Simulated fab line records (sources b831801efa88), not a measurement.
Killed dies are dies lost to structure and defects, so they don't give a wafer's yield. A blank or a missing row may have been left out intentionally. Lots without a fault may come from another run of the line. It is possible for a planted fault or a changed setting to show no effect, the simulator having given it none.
fab line records	flow sky130
[record] lots = 14	wafers = 42	last-day = 49
route steps=708 shown CONTACT@417 PAD_OPEN@708
lots untouched by any fault: they come from a run of this same line in which no faults occurred
start-h: hours from the record's first day to the start of the lot's first wafer shown	wait-h: hours from the lot's prior step to this one	" the same as in the row above	L1.1+2: several wafers, shown together as one row	- no value, or no start was given	* or withheld: withheld	< > ~ a bound
route shown NAME@n: names a module that has steps shown in the file, with the first one's number in the route	usual: mean/standard deviation taken from wafers without a fault	same: alike in all rows	chamber/n: place in a boat	sites: readings site by site	_std_site: standard deviation of those values	_edge_site: inner sites' mean taken away from outer sites' mean	radius-mm: for every site, how far away it sits from the centre of the wafer	mask NAME#n: copy n	behind: the tool/chamber that last shaped the wafer	hold: what put the lot on hold/how long, in hours/how the hold closed	device: which transistor (n, p or np) failed to switch	end of line: the route-end tests of the same wafers	a step with no rows: only its recipe	killed: the dies lost at the first sort to structure and to defects; this is not the yield of the wafer	map: a wafer's dies, marking killed ones x, the rest . and places with no die _
set.NAME: the setting the step ran with; set.NAME@STEP: the setting that earlier step ran with	model.NAME: the simulator's own value behind a step, which no gauge read
route steps across a sampled set of lots; one table per step, one row per wafer
services: the hour from which a tool's chamber was out of use, counted from the record's first day as start-h (under 0 if before that day), plus the number of hours and why
[[steps]]
[step SKY_CONTACT_EXPOSE_11]
[recipe] mask-id = CTM1	na = 0.8	source-shape = annular	sigma-inner = 0.55	sigma-outer = 0.85	target-cd-nm = 170	dose-mj = 38
[usual] exposure-dose-mJ-cm2 = 37.99/0.039
lot.wafer	tool	chamber	start-h	wait-h	mask	exposure-dose-mJ-cm2
L496.2	krf-scanner-02	0	740.23	-	CTM1#0	37.98
L496.5	"	0	"	"	CTM1#0	38.00
L496.6	"	0	"	"	CTM1#0	37.98
L498.1	krf-scanner-01	0	771.53	-	CTM1#0	38.05
L498.2	"	0	"	"	CTM1#0	37.97
L498.4	"	0	"	"	CTM1#0	37.96
L499.2	krf-scanner-01	0	774.28	-	CTM1#0	38.00
L499.3	"	0	"	"	CTM1#0	38.01
L499.6	"	0	"	"	CTM1#0	38.02
L500.4	krf-scanner-01	0	785.75	-	CTM1#0	37.98
L500.5	"	0	"	"	CTM1#0	37.93
L500.6	"	0	"	"	CTM1#0	37.96
L503.1	krf-scanner-02	0	795.49	-	CTM1#0	38.04
L503.5	"	0	"	"	CTM1#0	38.05
L503.6	"	0	"	"	CTM1#0	38.02
L504.2	krf-scanner-01	0	803.78	-	CTM1#0	37.97
L504.3	"	0	"	"	CTM1#0	38.02
L504.6	"	0	"	"	CTM1#0	37.96
L505.2	krf-scanner-01	0	812.83	-	CTM1#0	37.95
L505.3	"	0	"	"	CTM1#0	37.97
L505.6	"	0	"	"	CTM1#0	38.03
L506.1	krf-scanner-01	0	840.16	-	CTM1#0	31.74
L506.3	"	0	"	"	CTM1#0	31.78
L506.5	"	0	"	"	CTM1#0	31.69
L508.1	krf-scanner-01	0	847.66	-	CTM1#0	31.69
L508.3	"	0	"	"	CTM1#0	31.74
L508.5	"	0	"	"	CTM1#0	31.76
L509.3	krf-scanner-01	0	852.85	-	CTM1#0	32.95
L509.5	"	0	"	"	CTM1#0	32.93
L509.6	"	0	"	"	CTM1#0	32.99
L510.1	krf-scanner-01	0	853.61	-	CTM1#0	33.03
L510.2	"	0	"	"	CTM1#0	32.97
L510.6	"	0	"	"	CTM1#0	32.98
L511.2	krf-scanner-02	0	860.81	-	CTM1#0	38.00
L511.3	"	0	"	"	CTM1#0	37.98
L511.4	"	0	"	"	CTM1#0	38.01
L512.2	krf-scanner-02	0	862.48	-	CTM1#0	38.02
L512.3	"	0	"	"	CTM1#0	38.06
L512.4	"	0	"	"	CTM1#0	38.07
L513.3	krf-scanner-02	0	873.55	-	CTM1#0	37.99
L513.4	"	0	"	"	CTM1#0	38.04
L513.5	"	0	"	"	CTM1#0	38.00
[step SKY_CONTACT_CD_MEAS_14]
[recipe] target-cd-nm = 170
[usual] cd-nm = 170.0/1.5
lot.wafer	tool	chamber	start-h	wait-h	cd-nm
L496.2	cd-sem-01	-	753.93	-	171.5
L496.5	"	-	"	"	170.9
L496.6	"	-	"	"	170.6
L498.1	cd-sem-01	-	785.06	-	170.9
L498.2	"	-	"	"	171.0
L498.4	"	-	"	"	170.1
L499.2	cd-sem-01	-	787.53	-	169.7
L499.3	"	-	"	"	170.5
L499.6	"	-	"	"	170.9
L500.4	cd-sem-01	-	798.67	-	167.7
L500.5	"	-	"	"	166.6
L500.6	"	-	"	"	166.3
L503.1	cd-sem-02	-	808.27	-	173.0
L503.5	"	-	"	"	171.9
L503.6	"	-	"	"	173.4
L504.2	cd-sem-02	-	817.44	-	167.8
L504.3	"	-	"	"	168.3
L504.6	"	-	"	"	167.1
L505.2	cd-sem-01	-	825.44	-	169.1
L505.3	"	-	"	"	168.3
L505.6	"	-	"	"	168.9
L506.1	cd-sem-02	-	852.42	-	134.7
L506.3	"	-	"	"	135.6
L506.5	"	-	"	"	134.3
L508.1	cd-sem-02	-	860.21	-	137.5
L508.3	"	-	"	"	138.8
L508.5	"	-	"	"	136.8
L509.3	cd-sem-01	-	865.56	-	144.8
L509.5	"	-	"	"	143.4
L509.6	"	-	"	"	143.6
L510.1	cd-sem-02	-	866.11	-	143.4
L510.2	"	-	"	"	144.1
L510.6	"	-	"	"	144.8
L511.2	cd-sem-01	-	874.03	-	169.2
L511.3	"	-	"	"	170.0
L511.4	"	-	"	"	170.4
L512.2	cd-sem-01	-	875.58	-	169.9
L512.3	"	-	"	"	170.9
L512.4	"	-	"	"	170.7
L513.3	cd-sem-01	-	885.96	-	168.8
L513.4	"	-	"	"	166.8
L513.5	"	-	"	"	169.8
[step SKY_CONTACT_OVL_MEAS_15]
[usual] CONTACT_OVL = -2/5.9
lot.wafer	tool	chamber	start-h	wait-h	CONTACT_OVL[nm]
L496.2	overlay-02	-	754.04	0.1	-8
L496.5	"	-	"	"	-21
L496.6	"	-	"	"	-13
L498.1	overlay-01	-	785.18	0.1	-4
L498.2	"	-	"	"	-10
L498.4	"	-	"	"	-14
L499.2	overlay-02	-	787.63	0.1	3
L499.3	"	-	"	"	-1
L499.6	"	-	"	"	3
L500.4	overlay-02	-	798.75	0.1	3
L500.5	"	-	"	"	-2
L500.6	"	-	"	"	0
L503.1	overlay-01	-	808.39	0.1	0
L503.5	"	-	"	"	-2
L503.6	"	-	"	"	6
L504.2	overlay-02	-	817.54	0.1	-9
L504.3	"	-	"	"	-8
L504.6	"	-	"	"	-3
L505.2	overlay-02	-	825.54	0.1	3
L505.3	"	-	"	"	-3
L505.6	"	-	"	"	-5
L506.1	overlay-02	-	852.54	0.1	-6
L506.3	"	-	"	"	-14
L506.5	"	-	"	"	-10
L508.1	overlay-01	-	860.33	0.1	-6
L508.3	"	-	"	"	-5
L508.5	"	-	"	"	-8
L509.3	overlay-02	-	865.65	0.1	0
L509.5	"	-	"	"	7
L509.6	"	-	"	"	-1
L510.1	overlay-02	-	866.23	0.1	5
L510.2	"	-	"	"	-5
L510.6	"	-	"	"	0
L511.2	overlay-01	-	874.13	0.1	-2
L511.3	"	-	"	"	6
L511.4	"	-	"	"	-2
L512.2	overlay-02	-	875.68	0.1	-8
L512.3	"	-	"	"	0
L512.4	"	-	"	"	-2
L513.3	overlay-01	-	886.05	0.1	12
L513.4	"	-	"	"	3
L513.5	"	-	"	"	4
[step SKY_CONTACT_CMP_27]
[recipe] stop-on = SiO2	t-overpolish-s = 15	down-force-psi = 3.5	platen-rpm = 60	target-thk-nm = 0	pad-velocity-m-s = 0.94248
[usual] motor-current-A = 11.6/1.3	overpolish-run-s = 15.000/0.009	time-to-endpoint-s = 83/3.1
lot.wafer	tool	chamber	start-h	wait-h	motor-current-A	overpolish-run-s	time-to-endpoint-s
L496.2	cmp-01	3	755.19	0.1	14.6	15.018	80
L496.5	"	2	"	"	11.3	15.004	81
L496.6	"	3	"	"	13.7	14.997	79
L498.1	cmp-02	1	786.30	0.1	11.1	14.998	79
L498.4	"	2	"	"	10.4	15.000	88
L498.2	"	0	"	"	12.9	14.999	83
L499.2	cmp-02	3	788.79	0.1	10.5	14.998	84
L499.3	"	1	"	"	10.9	14.984	80
L499.6	"	2	"	"	11.2	14.972	85
L500.4	cmp-01	3	799.89	0.0	13.4	14.998	80
L500.5	"	3	"	"	14.4	15.007	80
L500.6	"	0	"	"	11.1	14.992	83
L503.1	cmp-02	0	809.50	0.1	13.0	14.989	84
L503.6	"	0	"	"	13.4	15.011	80
L503.5	"	1	"	"	10.7	14.988	78
L504.3	cmp-02	2	818.70	0.1	10.8	15.005	88
L504.2	"	3	"	"	10.0	15.006	83
L504.6	"	2	"	"	11.1	15.007	84
L505.2	cmp-01	2	826.97	0.3	11.6	15.005	88
L505.3	"	0	"	"	10.9	15.017	82
L505.6	"	2	"	"	11.3	14.989	85
L506.1	cmp-02	2	853.75	0.1	10.3	14.993	81
L506.3	"	0	"	"	13.3	14.998	79
L506.5	"	2	"	"	11.1	15.002	84
L508.3	cmp-01	2	861.44	0.0	11.1	15.009	85
L508.1	"	1	"	"	10.6	15.007	89
L508.5	"	2	"	"	12.1	14.995	87
L509.3	cmp-02	3	866.90	0.2	10.5	15.000	82
L509.6	"	0	"	"	13.4	15.002	83
L509.5	"	1	"	"	11.1	15.006	75
L510.1	cmp-01	3	867.54	0.1	14.2	14.989	82
L510.2	"	1	"	"	10.3	15.009	86
L510.6	"	2	"	"	12.2	14.997	85
L511.4	cmp-01	0	875.24	0.0	10.8	15.007	84
L511.3	"	1	"	"	10.2	14.996	82
L511.2	"	3	"	"	13.4	15.006	81
L512.3	cmp-02	1	876.79	0.0	10.9	14.989	80
L512.2	"	2	"	"	10.5	15.000	87
L512.4	"	0	"	"	12.9	15.002	88
L513.3	cmp-01	2	887.15	0.0	11.9	15.000	80
L513.4	"	0	"	"	11.1	14.990	81
L513.5	"	2	"	"	12.3	15.002	81
[step SKY_PAD_OPEN_PROBE_99]
[usual] killed_at_M0_to_M3 = 43/6.7	killed_at_M4_up = 3.2/1.9	killed-at-contacts = 24/5.9	killed-at-front-end = 15/4.1	killed-at-other = 0.3/0.56	killed-dies = 86/9.5	killed-on-rim = 17/3.7	killed-open = 47/7.4	killed-short = 39/5.5
[same] gross-dies = 492	killed-at-back-side = 0
lot.wafer	tool	chamber	start-h	wait-h	killed_at_M0_to_M3	killed_at_M4_up	killed-at-contacts	killed-at-front-end	killed-at-other	killed-dies	killed-on-rim	killed-open	killed-short
L496.2	prober-02	-	1090.98	0.1	30	2	18	13	0	63	18	36	27
L496.5	prober-02	-	1091.13	0.2	40	6	16	10	1	73	16	32	41
L496.6	prober-02	-	1091.18	0.2	38	1	22	10	0	71	17	37	34
L498.1	prober-02	-	1117.57	0.1	46	3	24	11	0	84	18	45	39
L498.2	prober-02	-	1117.62	0.1	44	2	33	16	0	95	17	50	45
L498.4	prober-02	-	1117.72	0.2	58	0	23	16	0	97	21	54	43
L499.2	prober-01	-	1118.34	0.1	43	3	14	12	0	72	15	35	37
L499.3	prober-01	-	1118.39	0.2	40	2	31	11	0	84	14	48	36
L499.6	prober-01	-	1118.54	0.2	42	5	17	18	0	82	14	52	30
L500.4	prober-01	-	1124.94	0.2	45	1	22	13	1	82	15	44	38
L500.5	prober-01	-	1124.99	0.2	28	4	25	17	0	74	14	46	28
L500.6	prober-01	-	1125.04	0.2	42	4	26	20	0	92	14	58	34
L503.1	prober-02	-	1131.51	0.1	45	2	23	14	0	84	20	46	38
L503.5	prober-02	-	1131.71	0.2	42	3	21	21	1	88	12	43	45
L503.6	prober-02	-	1131.76	0.2	42	3	34	14	0	93	17	53	40
L504.2	prober-02	-	1136.70	0.1	43	2	27	10	0	82	12	45	37
L504.3	prober-02	-	1136.75	0.2	60	4	25	19	0	108	25	62	46
L504.6	prober-02	-	1136.90	0.2	40	5	21	15	0	81	18	46	35
L505.2	prober-01	-	1143.93	0.1	35	1	21	13	0	70	12	33	37
L505.3	prober-01	-	1143.98	0.2	37	3	25	21	0	86	15	49	37
L505.6	prober-01	-	1144.13	0.2	36	6	20	15	0	77	13	40	37
L506.1	prober-02	-	1160.89	0.1	44	7	310	18	0	379	95	55	37
L506.3	prober-02	-	1160.99	0.2	54	8	322	9	1	394	95	51	51
L506.5	prober-02	-	1161.09	0.2	40	4	329	12	0	385	94	35	38
L508.1	prober-02	-	1166.59	0.1	40	5	320	17	0	382	94	44	40
L508.3	prober-02	-	1166.69	0.2	40	4	325	14	0	383	95	42	50
L508.5	prober-02	-	1166.79	0.2	49	1	344	9	0	403	96	47	40
L509.3	prober-01	-	1170.78	0.2	43	3	114	12	0	172	58	42	37
L509.5	prober-01	-	1170.88	0.2	31	2	157	12	0	202	71	48	34
L509.6	prober-01	-	1170.93	0.2	46	4	138	27	0	215	73	52	43
L510.1	prober-02	-	1171.68	0.1	38	3	143	17	0	201	70	42	49
L510.2	prober-02	-	1171.73	0.1	46	3	152	18	0	219	72	54	43
L510.6	prober-02	-	1171.93	0.2	42	2	132	14	0	190	61	52	31
L511.2	prober-01	-	1176.59	0.1	49	3	22	16	0	90	17	61	29
L511.3	prober-01	-	1176.64	0.2	50	2	25	12	0	89	13	50	39
L511.4	prober-01	-	1176.69	0.2	47	7	26	14	0	94	19	53	41
L512.2	prober-02	-	1179.88	0.1	40	3	28	12	1	84	18	43	41
L512.3	prober-02	-	1179.93	0.2	53	5	24	22	0	104	21	60	44
L512.4	prober-02	-	1179.98	0.2	40	2	23	16	0	81	17	42	39
L513.3	prober-01	-	1185.04	0.2	41	3	21	16	1	82	17	47	35
L513.4	prober-01	-	1185.09	0.2	45	2	20	12	0	79	17	44	35
L513.5	prober-01	-	1185.14	0.2	50	0	19	11	1	81	20	41	40
// killed by level:class
L496.2 VIA1:geometric-particle:open=7 CONTACT:geometric-particle:open=6 METAL2:geometric-particle:short=5 VIA3:geometric-particle:open=5 METAL1:geometric-particle:short=4 VIA1:geometric-particle:short=4 POLY_GATE:geometric-particle:short=3 LI_CONTACT:geometric-particle:open=3
L496.5 VIA1:geometric-particle:open=9 CONTACT:geometric-particle:open=8 METAL2:geometric-particle:short=6 FIELD_ISO:geometric-particle:short=5 METAL4:geometric-particle:short=5 VIA2:geometric-particle:short=5 VIA1:geometric-particle:short=4 LI_CONTACT:geometric-particle:open=3
L496.6 VIA1:geometric-particle:open=11 CONTACT:geometric-particle:short=6 LI_CONTACT:geometric-particle:open=5 METAL2:geometric-particle:short=5 CONTACT:geometric-particle:open=5 VIA1:geometric-particle:short=5 VIA3:geometric-particle:open=5 METAL1:geometric-particle:short=4
L498.1 VIA1:geometric-particle:open=10 VIA3:geometric-particle:open=8 VIA2:geometric-particle:open=7 CONTACT:geometric-particle:open=6 VIA1:geometric-particle:short=6 LI_CONTACT:geometric-particle:open=5 LOCAL_INTERCONNECT:geometric-particle:short=5 LI_CONTACT:geometric-particle:short=4
L498.2 CONTACT:geometric-particle:open=10 VIA3:geometric-particle:open=8 LI_CONTACT:geometric-particle:open=8 VIA1:geometric-particle:open=8 VIA2:geometric-particle:open=8 LOCAL_INTERCONNECT:geometric-particle:short=7 FIELD_ISO:geometric-particle:short=5 LI_CONTACT:geometric-particle:short=5
L498.4 VIA3:geometric-particle:open=12 VIA1:geometric-particle:open=10 LI_CONTACT:geometric-particle:open=8 CONTACT:geometric-particle:open=8 VIA1:geometric-particle:short=7 VIA2:geometric-particle:open=6 METAL2:geometric-particle:short=6 FIELD_ISO:geometric-particle:short=5
L499.2 VIA1:geometric-particle:open=9 CONTACT:geometric-particle:open=7 METAL1:geometric-particle:short=7 METAL2:geometric-particle:short=5 VIA2:geometric-particle:open=5 FIELD_ISO:geometric-particle:short=4 VIA1:geometric-particle:short=4 FIELD_ISO:geometric-particle:open=3
L499.3 CONTACT:geometric-particle:open=11 VIA2:geometric-particle:open=10 VIA1:geometric-particle:open=8 LI_CONTACT:geometric-particle:open=6 CONTACT:geometric-particle:short=5 POLY_GATE:geometric-particle:short=4 METAL1:geometric-particle:short=4 METAL2:geometric-particle:short=4
L499.6 VIA1:geometric-particle:open=10 POLY_GATE:geometric-particle:open=7 VIA2:geometric-particle:open=7 LI_CONTACT:geometric-particle:open=5 CONTACT:geometric-particle:open=5 VIA1:geometric-particle:short=5 VIA3:geometric-particle:open=5 FIELD_ISO:geometric-particle:short=3
L500.4 CONTACT:geometric-particle:open=10 METAL2:geometric-particle:short=9 VIA2:geometric-particle:open=8 VIA1:geometric-particle:open=7 LI_CONTACT:geometric-particle:open=6 METAL1:geometric-particle:short=5 VIA1:geometric-particle:short=5 POLY_GATE:geometric-particle:short=4
L500.5 VIA1:geometric-particle:open=10 CONTACT:geometric-particle:open=9 LI_CONTACT:geometric-particle:open=7 VIA2:geometric-particle:open=7 POLY_GATE:geometric-particle:open=6 CONTACT:geometric-particle:short=6 FIELD_ISO:geometric-particle:short=5 POLY_GATE:geometric-particle:short=4
L500.6 VIA1:geometric-particle:open=13 CONTACT:geometric-particle:open=12 LI_CONTACT:geometric-particle:open=8 POLY_GATE:geometric-particle:open=7 VIA1:geometric-particle:short=7 VIA3:geometric-particle:open=6 FIELD_ISO:geometric-particle:short=5 VIA2:geometric-particle:open=4
L503.1 CONTACT:geometric-particle:open=12 VIA3:geometric-particle:open=10 VIA1:geometric-particle:open=6 VIA2:geometric-particle:open=6 LOCAL_INTERCONNECT:geometric-particle:short=5 POLY_GATE:geometric-particle:short=4 VIA1:geometric-particle:short=4 METAL2:geometric-particle:short=4
L503.5 VIA1:geometric-particle:open=10 CONTACT:geometric-particle:open=7 POLY_GATE:geometric-particle:open=6 VIA3:geometric-particle:open=5 POLY_GATE:geometric-particle:short=5 LI_CONTACT:geometric-particle:open=5 LOCAL_INTERCONNECT:geometric-particle:short=5 METAL1:geometric-particle:short=5
L503.6 CONTACT:geometric-particle:open=14 LI_CONTACT:geometric-particle:open=9 VIA1:geometric-particle:short=8 VIA1:geometric-particle:open=8 VIA3:geometric-particle:open=8 FIELD_ISO:geometric-particle:short=4 VIA2:geometric-particle:short=4 LOCAL_INTERCONNECT:geometric-particle:open=4
L504.2 CONTACT:geometric-particle:open=11 METAL1:geometric-particle:short=8 VIA1:geometric-particle:open=7 VIA3:geometric-particle:open=6 LI_CONTACT:geometric-particle:open=5 CONTACT:geometric-particle:short=5 VIA1:geometric-particle:short=5 VIA2:geometric-particle:open=5
L504.3 CONTACT:geometric-particle:open=15 VIA3:geometric-particle:open=11 FIELD_ISO:geometric-particle:open=9 LI_CONTACT:geometric-particle:open=8 VIA1:geometric-particle:short=8 VIA1:geometric-particle:open=8 FIELD_ISO:geometric-particle:short=7 METAL1:geometric-particle:short=7
L504.6 VIA1:geometric-particle:open=14 LI_CONTACT:geometric-particle:open=6 CONTACT:geometric-particle:open=6 METAL1:geometric-particle:short=6 CONTACT:geometric-particle:short=5 POLY_GATE:geometric-particle:short=5 VIA2:geometric-particle:open=5 VIA3:geometric-particle:open=5
L505.2 VIA1:geometric-particle:open=10 CONTACT:geometric-particle:open=7 CONTACT:geometric-particle:short=6 VIA1:geometric-particle:short=5 METAL2:geometric-particle:short=5 LI_CONTACT:geometric-particle:open=4 VIA2:geometric-particle:open=4 FIELD_ISO:geometric-particle:short=3
L505.3 FIELD_ISO:geometric-particle:short=10 VIA2:geometric-particle:open=10 VIA1:geometric-particle:open=8 VIA3:geometric-particle:open=8 LI_CONTACT:geometric-particle:open=7 CONTACT:geometric-particle:open=7 CONTACT:geometric-particle:short=7 FIELD_ISO:geometric-particle:open=5
L505.6 VIA3:geometric-particle:open=7 CONTACT:geometric-particle:open=6 METAL1:geometric-particle:short=6 FIELD_ISO:geometric-particle:short=5 CONTACT:geometric-particle:short=5 VIA1:geometric-particle:open=5 METAL4:geometric-particle:short=4 POLY_GATE:geometric-particle:open=4
L506.1 CONTACT:area-expose=287 CONTACT:geometric-particle:open=15 VIA1:geometric-particle:open=13 METAL1:geometric-particle:short=8 VIA2:geometric-particle:open=7 METAL4:geometric-particle:short=6 LI_CONTACT:geometric-particle:open=4 FIELD_ISO:geometric-particle:short=3
L506.3 CONTACT:area-expose=292 VIA1:geometric-particle:open=14 CONTACT:geometric-particle:open=13 LI_CONTACT:geometric-particle:open=9 VIA3:geometric-particle:open=8 METAL4:geometric-particle:short=8 METAL1:geometric-particle:short=7 VIA1:geometric-particle:short=6
L506.5 CONTACT:area-expose=312 CONTACT:geometric-particle:open=7 VIA1:geometric-particle:open=6 METAL1:geometric-particle:short=5 VIA2:geometric-particle:short=5 VIA3:geometric-particle:open=5 FIELD_ISO:geometric-particle:short=4 POLY_GATE:geometric-particle:short=4
L508.1 CONTACT:area-expose=298 VIA1:geometric-particle:open=12 CONTACT:geometric-particle:open=10 FIELD_ISO:geometric-particle:short=8 METAL1:geometric-particle:short=7 LI_CONTACT:geometric-particle:open=6 VIA1:geometric-particle:short=5 VIA2:geometric-particle:short=5
L508.3 CONTACT:area-expose=291 CONTACT:geometric-particle:open=14 VIA1:geometric-particle:open=10 LOCAL_INTERCONNECT:geometric-particle:short=7 METAL1:geometric-particle:short=5 FIELD_ISO:geometric-particle:short=4 VIA3:geometric-particle:open=4 POLY_GATE:geometric-particle:short=4
L508.5 CONTACT:area-expose=316 VIA1:geometric-particle:open=12 METAL2:geometric-particle:short=12 CONTACT:geometric-particle:open=11 CONTACT:geometric-particle:short=6 VIA3:geometric-particle:open=6 LI_CONTACT:geometric-particle:open=5 METAL2:geometric-particle:open=5
L509.3 CONTACT:area-expose=93 CONTACT:geometric-particle:open=13 VIA1:geometric-particle:open=8 VIA3:geometric-particle:open=7 METAL3:geometric-particle:short=6 METAL1:geometric-particle:short=4 METAL2:geometric-particle:short=4 VIA2:geometric-particle:short=4
L509.5 CONTACT:area-expose=120 CONTACT:geometric-particle:open=20 VIA1:geometric-particle:open=10 CONTACT:geometric-particle:short=8 POLY_GATE:geometric-particle:short=5 VIA2:geometric-particle:open=5 LOCAL_INTERCONNECT:geometric-particle:short=4 VIA1:geometric-particle:short=4
L509.6 CONTACT:area-expose=120 CONTACT:geometric-particle:open=10 VIA1:geometric-particle:open=9 POLY_GATE:geometric-particle:open=8 METAL1:geometric-particle:short=8 FIELD_ISO:geometric-particle:open=6 METAL2:geometric-particle:short=6 VIA3:geometric-particle:short=6
L510.1 CONTACT:area-expose=110 CONTACT:geometric-particle:short=11 LI_CONTACT:geometric-particle:open=10 VIA1:geometric-particle:short=8 CONTACT:geometric-particle:open=7 VIA1:geometric-particle:open=7 VIA3:geometric-particle:open=7 POLY_GATE:geometric-particle:open=5
L510.2 CONTACT:area-expose=122 VIA1:geometric-particle:open=14 LI_CONTACT:geometric-particle:open=9 CONTACT:geometric-particle:open=9 METAL1:geometric-particle:short=8 VIA2:geometric-particle:open=6 POLY_GATE:geometric-particle:open=5 FIELD_ISO:geometric-particle:short=5
L510.6 CONTACT:area-expose=107 CONTACT:geometric-particle:open=11 VIA1:geometric-particle:open=8 METAL1:geometric-particle:short=7 LI_CONTACT:geometric-particle:open=6 VIA2:geometric-particle:open=6 VIA3:geometric-particle:open=6 FIELD_ISO:geometric-particle:short=5
L511.2 VIA1:geometric-particle:open=17 LI_CONTACT:geometric-particle:open=9 CONTACT:geometric-particle:open=8 VIA2:geometric-particle:open=7 VIA3:geometric-particle:short=7 VIA3:geometric-particle:open=6 FIELD_ISO:geometric-particle:open=5 POLY_GATE:geometric-particle:open=5
L511.3 VIA1:geometric-particle:open=16 LOCAL_INTERCONNECT:geometric-particle:short=7 VIA2:geometric-particle:open=7 CONTACT:geometric-particle:short=6 CONTACT:geometric-particle:open=6 LI_CONTACT:geometric-particle:open=5 VIA1:geometric-particle:short=5 METAL2:geometric-particle:short=5
L511.4 VIA1:geometric-particle:open=14 VIA3:geometric-particle:open=9 CONTACT:geometric-particle:open=9 LI_CONTACT:geometric-particle:open=6 LOCAL_INTERCONNECT:geometric-particle:short=6 VIA1:geometric-particle:short=5 VIA2:geometric-particle:short=4 VIA2:geometric-particle:open=4
L512.2 CONTACT:geometric-particle:open=14 VIA1:geometric-particle:short=8 VIA1:geometric-particle:open=6 VIA2:geometric-particle:open=6 LOCAL_INTERCONNECT:geometric-particle:short=5 CONTACT:geometric-particle:short=5 METAL1:geometric-particle:short=5 METAL3:geometric-particle:short=4
L512.3 VIA1:geometric-particle:open=12 CONTACT:geometric-particle:open=10 FIELD_ISO:geometric-particle:open=7 VIA1:geometric-particle:short=7 VIA2:geometric-particle:open=6 METAL2:geometric-particle:short=6 VIA3:geometric-particle:open=6 LI_CONTACT:geometric-particle:open=5
L512.4 LI_CONTACT:geometric-particle:open=10 METAL1:geometric-particle:short=10 CONTACT:geometric-particle:open=6 VIA1:geometric-particle:open=6 FIELD_ISO:geometric-particle:short=5 CONTACT:geometric-particle:short=5 VIA1:geometric-particle:short=5 VIA2:geometric-particle:open=5
L513.3 CONTACT:geometric-particle:open=9 VIA1:geometric-particle:open=9 VIA2:geometric-particle:open=8 VIA1:geometric-particle:short=7 FIELD_ISO:geometric-particle:open=5 LOCAL_INTERCONNECT:geometric-particle:short=5 POLY_GATE:geometric-particle:open=4 CONTACT:geometric-particle:short=4
L513.4 VIA1:geometric-particle:open=10 CONTACT:geometric-particle:open=9 VIA2:geometric-particle:open=7 METAL1:geometric-particle:short=6 VIA3:geometric-particle:open=5 CONTACT:geometric-particle:short=5 METAL2:geometric-particle:short=4 POLY_GATE:geometric-particle:short=3
L513.5 VIA1:geometric-particle:open=12 VIA2:geometric-particle:open=9 CONTACT:geometric-particle:open=7 VIA1:geometric-particle:short=6 METAL1:geometric-particle:short=5 METAL2:geometric-particle:short=5 POLY_GATE:geometric-particle:short=4 LOCAL_INTERCONNECT:geometric-particle:short=4
[[services]]
tool	chamber	start-h	hours	kind
krf-scanner-02	-	734.75	1.5	repair
cmp-01	-	739.81	4.4	repair
cmp-01	-	744.21	5.0	pm
cmp-01	-	749.21	4.0	pm
cmp-01	-	759.58	3.8	repair
krf-scanner-01	-	763.27	0.8	pm
krf-scanner-02	-	805.34	50.5	repair
krf-scanner-02	-	812.69	4.3	repair
cmp-01	-	823.34	2.7	repair
cmp-01	-	836.44	1.8	repair
cmp-01	-	836.74	0.4	repair
krf-scanner-02	-	850.40	0.3	repair
krf-scanner-02	-	855.82	0.8	pm
cmp-02	-	856.57	5.7	pm
krf-scanner-01	-	856.57	3.6	pm
krf-scanner-01	-	860.13	1.0	pm
krf-scanner-02	-	861.13	1.0	pm
krf-scanner-01	-	862.18	1.3	pm
krf-scanner-02	-	863.80	0.6	repair
krf-scanner-02	-	864.38	4.4	pm
krf-scanner-02	-	868.77	4.4	pm
krf-scanner-01	-	874.13	0.3	repair
krf-scanner-02	-	875.46	4.0	pm
krf-scanner-02	-	879.48	1.3	pm
[[key]]
[first-sign] step = SKY_CONTACT_EXPOSE_11	reading = exposure-dose-mJ-cm2	direction = down	sigmas = 99+	usual = *	struck = *
[effect] step = SKY_CONTACT_CD_MEAS_14	reading = cd-nm	direction = down	sigmas = 20	usual = 170.0	struck = 140.1	through = control-loop
[effect] step = SKY_PAD_OPEN_PROBE_99	reading = killed-at-contacts	direction = up	sigmas = 35	usual = 24	struck = 232
[more-kills-born-at] SKY_CONTACT_EXPOSE_11@krf-scanner-01 = 2468
met-at SKY_CONTACT_EXPOSE_11
struck-lots L506,L508,L509,L510
later-rows-left-out L506.1,L506.3,L506.5,L508.1,L508.3,L508.5
tester-left-out L506,L508,L509,L510
[loop-trim] step = SKY_CONTACT_EXPOSE_11	setting = dose	lots = L509,L510
not-acting-at SKY_CONTACT_OVL_MEAS_15,SKY_CONTACT_CMP_27
onset-between 812.83 840.16
[fault] kind = process-parameter-drift	tool = krf-scanner-01	chamber = -	onset-h = 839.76	steps = SKY_CONTACT_EXPOSE_11	channel = dose-mj	offset = -6.2636	shape = step	acts-in = these-recipes-only	stated = 38
// tester-left-out: of these lots the tester's yield and bins aren't shown, on N5 and GAA mostly nor the transistor test; their killed dies are dies lost to structure and defects alone, not to doping, threshold or leakage, so they don't give the yield
// later-rows-left-out: the simulator's readings of these wafers behind a module that went badly wrong aren't trusted and aren't shown, but for the sort
// loop-trim: a control loop set the setting to another value than it would have without faults
